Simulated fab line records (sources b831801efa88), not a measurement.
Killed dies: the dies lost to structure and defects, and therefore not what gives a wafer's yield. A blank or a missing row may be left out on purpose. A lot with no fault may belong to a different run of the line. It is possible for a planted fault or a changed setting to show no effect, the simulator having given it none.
Comparing a struck lot with a sound one	flow sky130	16 out of 708 route steps
Sound: these wafers, L890.1, L890.3, L890.5. Struck: wafer L900.6. (L900.3 of the same lot was not struck and is left out.) The cause comes at the end.
Order at every step that has rows: each side's tool, ch and its chambers, its first start. Under that, the readings that differ: sound wafers	struck wafers	difference of the means	sigmas: that difference in standard deviations of wafers without a fault.
alike: readings with means less than 2 such deviations apart, plus words and numbers identical on both sides. not compared: withheld readings, readings lacking a value on some wafer, bounds such as >300 that could conceal the same value, and numbers that have no deviation in the record and whose values overlap.
The two part at a step that has a row with sigmas, a row that says differs or no value, or rows on one side only. Numbers that have no deviation but don't overlap get no sigmas and don't part them. A reading that every wafer of one side lacks parts them only if that side has two wafers or more.

SKY_NWELL_OVL_MEAS_10:
  sound on overlay-01, day 6 09:07; struck on overlay-01, day 8 16:47
  alike: NWELL_00_OVL
then, 3 steps without rows for these wafers: SKY_NWELL_IMPLANT_11; SKY_NWELL_IMPLANT_12; SKY_NWELL_IMPLANT_13.
SKY_NWELL_STRIP_14: strips in O2/N2.
  sound on plasma-asher-03 ch 0, day 6 09:36; struck on plasma-asher-04 ch 0, day 8 17:17
  alike: drypump-motor-current-A, oes-product-au, strip-time-to-endpoint-s
  not compared: rf-hours-counter-h
SKY_NWELL_TW_MEAS_15:
  sound on film-metro-02, day 6 09:42; struck on film-metro-04, day 8 17:22
reading	sound	struck	difference	sigmas
NWELL_TW	1831 1823 1829	1858	+30	+2
then, 6 steps without rows for these wafers: SKY_NWELL_DEHYDRATE_16 (time 60 s); SKY_NWELL_HMDS_17 (prime time 60 s); SKY_NWELL_COAT_18 (resist thk 3000 nm); SKY_NWELL_SOFTBAKE_19; SKY_NWELL_EXPOSE_20 (exposes mask NWM COMPLEMENT, target cd 840 nm); SKY_NWELL_PEB_21.
SKY_NWELL_DEVELOP_22: develop time 60 s.
  sound on litho-track-02 ch 0, day 7 04:00; struck on litho-track-02 ch 0, day 9 13:00
SKY_NWELL_OVL_MEAS_23:
  sound on overlay-01, day 7 04:22; struck on overlay-01, day 9 13:26
  not compared: NWELL_01_OVL
next, for these wafers, 1 step has no rows: SKY_NWELL_IMPLANT_24.
-- the record jumps here: 40 days lie between the struck wafers' starts before and after (it left off in module NWELL and takes up again in module PAD_OPEN, whose first step shown is number 708 of the route) --
SKY_PAD_OPEN_PROBE_99:
  sound on prober-02, day 47 09:37; struck on prober-01, day 49 14:44
reading	sound	struck	difference	sigmas
killed-at-contacts	20 15 30	35	+13	+2
killed-at-front-end	8 20 16	416	+401	+91
killed-dies	71 80 88	492	+412	+44
killed-on-rim	10 9 15	96	+85	+22
  alike: killed_at_M0_to_M3, killed_at_M4_up, killed-at-other, killed-open, killed-short

== WHERE THEY PART ==
Earliest at SKY_NWELL_TW_MEAS_15; latest, in this record, at SKY_PAD_OPEN_PROBE_99.

WHY: what the simulator had put in
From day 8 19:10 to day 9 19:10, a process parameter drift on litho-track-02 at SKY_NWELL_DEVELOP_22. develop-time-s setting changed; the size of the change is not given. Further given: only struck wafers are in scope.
